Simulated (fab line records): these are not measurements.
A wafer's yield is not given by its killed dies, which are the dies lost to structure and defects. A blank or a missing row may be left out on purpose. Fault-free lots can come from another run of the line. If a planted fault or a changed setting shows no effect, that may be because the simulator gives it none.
A lot that was struck, set against a sound lot ; flow sky130 ; 33 steps out of a route of 708
Sound: these wafers, L935.1, L935.4, L935.5. Struck: wafer L926.6 (left out: L926.4, L926.5 of the same lot, which were not struck); the cause appears at the end.
At each step with rows: each side's tool, then ch and its chambers, then its first start. Under that, the readings that differ: sound wafers ; struck wafers ; difference of the means ; sigmas: that difference in standard deviations of wafers without a fault.
alike: words and numbers the same on both sides, and readings whose means are apart by under 2 such deviations; not compared: readings that were withheld, readings missing a value for some wafer, numbers with overlapping values and no deviation given by the record, and bounds like >300 which may hide the same value.
Wherever a step has rows on one side only, a row that says differs or no value, or a row with sigmas, the two part there. Non-overlapping numbers with no deviation appear without sigmas and do not part them. A reading that every wafer of one side lacks parts them only if that side has two wafers or more.

first, 8 steps without rows for these wafers: SKY_LOCAL_INTERCONNECT_ETCH_13 (etches BARC in N2/H2, stops on SiO2, time 45.9 s, target depth 60 nm); SKY_LOCAL_INTERCONNECT_METAL_ETCH_14 (etches TiN in Cl2/BCl3, stops on PSG, target depth 110 nm, time 31.4 s); SKY_LOCAL_INTERCONNECT_STRIP_15 (strips in O2/N2); SKY_LOCAL_INTERCONNECT_STRIP_16 (strips in post etch residue remover, time 1200 s); SKY_LOCAL_INTERCONNECT_CLEAN_17 (cleans in IPA, time 180 s); SKY_LOCAL_INTERCONNECT_CLEAN_18 (cleans in O3/DIW); SKY_CONTACT_CVD_00 (deposits Si3N4, target thk 75 nm); SKY_CONTACT_HDPCVD_02 (deposits SiO2, target thk 565 nm, time 94.2 s).
SKY_CONTACT_CMP_04: polishes SiO2.
  sound on cmp-02 ch 0,2, day 37 09:02; struck on cmp-02 ch 2, day 34 16:50
  alike: motor current A, time to endpoint s
then, 23 steps without rows for these wafers: SKY_CONTACT_DEHYDRATE_06 (time 60 s); SKY_CONTACT_HMDS_07 (prime time 60 s); SKY_CONTACT_COAT_08 (resist thk 60 nm); SKY_CONTACT_COAT_09 (resist thk 450 nm); SKY_CONTACT_SOFTBAKE_10 (time 90 s); SKY_CONTACT_EXPOSE_11 (exposes mask CTM1, target cd 170 nm); SKY_CONTACT_PEB_12; SKY_CONTACT_DEVELOP_13 (develop time 60 s); SKY_CONTACT_ETCH_16 (etches BARC in N2/H2, stops on SiO2, time 45.9 s, target depth 60 nm); SKY_CONTACT_ETCH_17 (etches SiO2 in C4F8/O2/Ar, stops on Si3N4, target depth 340 nm); SKY_CONTACT_ETCH_18 (etches Si3N4 in CHF3/O2, stops on TiN, time 39 s, target depth 75 nm); SKY_CONTACT_STRIP_19 (strips in O2/N2); SKY_CONTACT_STRIP_20 (strips in post etch residue remover, time 1200 s); SKY_CONTACT_CLEAN_21 (cleans in IPA, time 180 s); SKY_CONTACT_CLEAN_22 (cleans in O3/DIW); SKY_CONTACT_SPUTTER_23 (material TiN, target thk 20 nm, time 80 s); SKY_CONTACT_CVD_24 (deposits W, target thk 340 nm, time 102.12 s); SKY_CONTACT_CMP_27 (polishes, stops on SiO2, t overpolish 15 s, target thk 0 nm); SKY_METAL1_SPUTTER_00 (material Ti, target thk 15 nm, time 10 s); SKY_METAL1_SPUTTER_01 (material TiN, target thk 20 nm, time 16.7 s); SKY_METAL1_SPUTTER_02 (material AlCu, target thk 250 nm, time 13.3 s); SKY_METAL1_SPUTTER_03 (material Ti, target thk 5 nm, time 3.3 s); SKY_METAL1_SPUTTER_04 (material TiN, target thk 70 nm, time 58.3 s).
-- the record jumps here: 14 days lie between the struck wafers' starts before and after (it left off in module METAL1 and takes up again in module PAD_OPEN, whose first step shown is number 708 of the route) --
SKY_PAD_OPEN_PROBE_99:
  rows exist in the record for the struck wafers here (prober-01, day 48 21:10), but not for the sound ones

WHERE THEY PART
Within this record, at SKY_PAD_OPEN_PROBE_99 only.

WHY: what had been put in by the simulator
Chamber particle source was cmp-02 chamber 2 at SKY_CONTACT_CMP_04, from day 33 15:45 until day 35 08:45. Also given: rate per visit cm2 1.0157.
